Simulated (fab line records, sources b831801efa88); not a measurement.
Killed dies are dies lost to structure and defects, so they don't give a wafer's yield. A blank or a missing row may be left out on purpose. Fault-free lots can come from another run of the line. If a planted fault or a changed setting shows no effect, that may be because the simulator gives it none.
The tool behind it: which one?	flow sky130	Sampling: 11 lots, 33 wafers, 5 of 708 route steps

WHAT THE GAUGES READ, wafer by wafer
SKY_VT_ADJUST_HVTP_CD_MEAS_07: target cd 380 nm.
lot	measured	on	cd_nm (nm)
L955	day 6 08:04	cd_sem-01	380.5 379.3 377.9
L956	day 6 12:56	cd_sem-01	379.5 379.8 378.5
L957	day 6 19:16	cd_sem-01	376.2 379.1 377.6
L963	day 8 10:53	cd_sem-02	381.2 380.7 367.9
L965	day 8 19:29	cd_sem-02	380.8 369.1 366.9
L967	day 9 04:08	cd_sem-02	377.7 368.4 379.1
L968	day 9 11:33	cd_sem-01	378.0 381.9 380.8
L969	day 9 18:32	cd_sem-01	380.1 381.0 380.5
L977	day 12 00:33	cd_sem-01	378.4 379.7 378.9
L976	day 12 00:44	cd_sem-02	379.0 379.7 379.5
L978	day 12 13:45	cd_sem-01	379.4 382.3 380.4

SKY_VT_ADJUST_LVTN_OVL_MEAS_18.
lot	measured	on	VT_ADJUST_LVTN_01_OVL (nm)
L955	day 7 22:40	overlay-02	-3.0 -3.1 -1.5
L956	day 8 03:46	overlay-01	-0.7 -3.7 -2.6
L957	day 8 11:04	overlay-01	-1.8 -0.3 -1.8
L963	day 10 06:47	overlay-01	-1.0 -1.7 -2.0
L965	day 10 16:31	overlay-01	-3.1 -4.2 -2.2
L967	day 11 00:04	overlay-01	-2.7 -2.1 -1.9
L968	day 11 07:49	overlay-02	-2.3 -2.0 -3.3
L969	day 11 15:28	overlay-01	-1.6 -0.2 -1.6
L977	day 14 03:03	overlay-02	-1.8 -1.4 -1.6
L976	day 14 03:23	overlay-02	-0.9 -1.2 0.1
L978	day 14 18:13	overlay-02	-2.1 -1.0 -0.1

TOOL THAT RAN EACH LOT (tool first, then ch and the chambers of the sampled wafers, then the start)
lot	SKY_PWDE_STRIP_09	SKY_VT_ADJUST_HVTP_EXPOSE_04	SKY_VT_ADJUST_HVTP_STRIP_10
L955	plasma_asher-04 ch 0,1, day 4 01:44	iline_stepper-02 ch 0, day 5 23:44	plasma_asher-02 ch 0,1, day 6 08:22
L956	plasma_asher-04 ch 0,1, day 4 05:41	iline_stepper-01 ch 0, day 6 03:52	plasma_asher-02 ch 0,1, day 6 13:14
L957	plasma_asher-04 ch 0, day 4 12:59	iline_stepper-01 ch 0, day 6 10:26	plasma_asher-02 ch 0,1, day 6 19:34
L963	plasma_asher-01 ch 0,1, day 5 23:41	iline_stepper-02 ch 0, day 8 00:11	plasma_asher-02 ch 0,1, day 8 11:12
L965	plasma_asher-01 ch 0,1, day 6 06:56	iline_stepper-02 ch 0, day 8 09:35	plasma_asher-01 ch 0,1, day 8 19:48
L967	plasma_asher-01 ch 0,1, day 6 15:02	iline_stepper-02 ch 0, day 8 17:45	plasma_asher-02 ch 0,1, day 9 04:25
L968	plasma_asher-02 ch 0,1, day 6 21:29	iline_stepper-01 ch 0, day 9 00:44	plasma_asher-02 ch 0,1, day 9 11:50
L969	plasma_asher-04 ch 0,1, day 7 02:56	iline_stepper-01 ch 0, day 9 07:44	plasma_asher-02 ch 0,1, day 9 18:51
L977	plasma_asher-02 ch 0,1, day 9 03:53	iline_stepper-02 ch 0, day 11 12:35	plasma_asher-03 ch 0,1, day 12 00:52
L976	plasma_asher-04 ch 0,1, day 9 04:03	iline_stepper-01 ch 0, day 11 13:05	plasma_asher-01 ch 0,1, day 12 01:03
L978	plasma_asher-01 ch 0,1, day 9 16:29	iline_stepper-01 ch 0, day 12 02:07	plasma_asher-01 ch 0,1, day 12 14:04
- SKY_PWDE_STRIP_09: strips in O2/N2.
- SKY_VT_ADJUST_HVTP_EXPOSE_04: exposes mask HVTPM, target cd 380 nm.
- SKY_VT_ADJUST_HVTP_STRIP_10: strips in O2/N2.

AS READ BY THE TOOLS THEMSELVES (means over the sampled wafers that have a number; for cases with no such wafer, the mark the record gives instead)
SKY_PWDE_STRIP_09.
lot	tool	drypump_motor_current_A (A)	oes_product_au (a.u.)	strip_time_to_endpoint_s (s)
L955	plasma_asher-04	6.1	0.725	36.96
L956	plasma_asher-04	6.1	0.727	36.93
L957	plasma_asher-04	6.1	0.724	37.08
L963	plasma_asher-01	6.1	0.726	36.96
L965	plasma_asher-01	6.0	0.725	36.89
L967	plasma_asher-01	6.1	0.722	36.74
L968	plasma_asher-02	6.0	0.720	36.97
L969	plasma_asher-04	6.1	0.726	37.03
L977	plasma_asher-02	5.9	0.723	36.77
L976	plasma_asher-04	6.1	0.726	36.93
L978	plasma_asher-01	6.1	0.717	37.01

SKY_VT_ADJUST_HVTP_EXPOSE_04.
lot	tool	focus_offset_nm (nm)
L955	iline_stepper-02	-0.3
L956	iline_stepper-01	-0.3
L957	iline_stepper-01	-0.5
L963	iline_stepper-02	0.2
L965	iline_stepper-02	0.3
L967	iline_stepper-02	0.5
L968	iline_stepper-01	-1.0
L969	iline_stepper-01	0.3
L977	iline_stepper-02	0.3
L976	iline_stepper-01	-0.6
L978	iline_stepper-01	0.4

SKY_VT_ADJUST_HVTP_STRIP_10.
lot	tool	drypump_motor_current_A (A)	oes_product_au (a.u.)	strip_time_to_endpoint_s (s)
L955	plasma_asher-02	5.6	0.712	14.17
L956	plasma_asher-02	6.0	0.716	14.15
L957	plasma_asher-02	5.6	0.718	14.17
L963	plasma_asher-02	5.6	0.717	14.18
L965	plasma_asher-01	6.1	0.715	14.18
L967	plasma_asher-02	5.9	0.709	14.14
L968	plasma_asher-02	5.6	0.715	14.19
L969	plasma_asher-02	5.6	0.717	14.23
L977	plasma_asher-03	6.0	0.714	14.16
L976	plasma_asher-01	6.1	0.712	14.18
L978	plasma_asher-01	6.1	0.719	14.22

THE ANSWER, worked out from the rows above alone
Rule: what is usual is taken from the lots themselves. The widest of any qualifying gaps counts: lots, ordered by their means at a reading, are off when they make up no more than a third of the lots, leave a main group of 4 or more, and stand apart from it by 3 or more times the standard deviation of that group's means. The tables above print the reading to a certain number of digits; a main group whose means all agree to those digits is not used. A lot without any number at a reading at which 4 lots or more have one is off too. All remaining lots with rows at the step are treated as sound. The gauges are gone through in route order, then the tools' own readings, and for those a lot's mean is taken as printed above. At the first step where some lot is off, the reading lying furthest off is the one used; lots without a number count as furthest.
No lot is off at any reading shown: from this, nothing can be told.

WHAT HAD BEEN PUT IN BY THE SIMULATOR
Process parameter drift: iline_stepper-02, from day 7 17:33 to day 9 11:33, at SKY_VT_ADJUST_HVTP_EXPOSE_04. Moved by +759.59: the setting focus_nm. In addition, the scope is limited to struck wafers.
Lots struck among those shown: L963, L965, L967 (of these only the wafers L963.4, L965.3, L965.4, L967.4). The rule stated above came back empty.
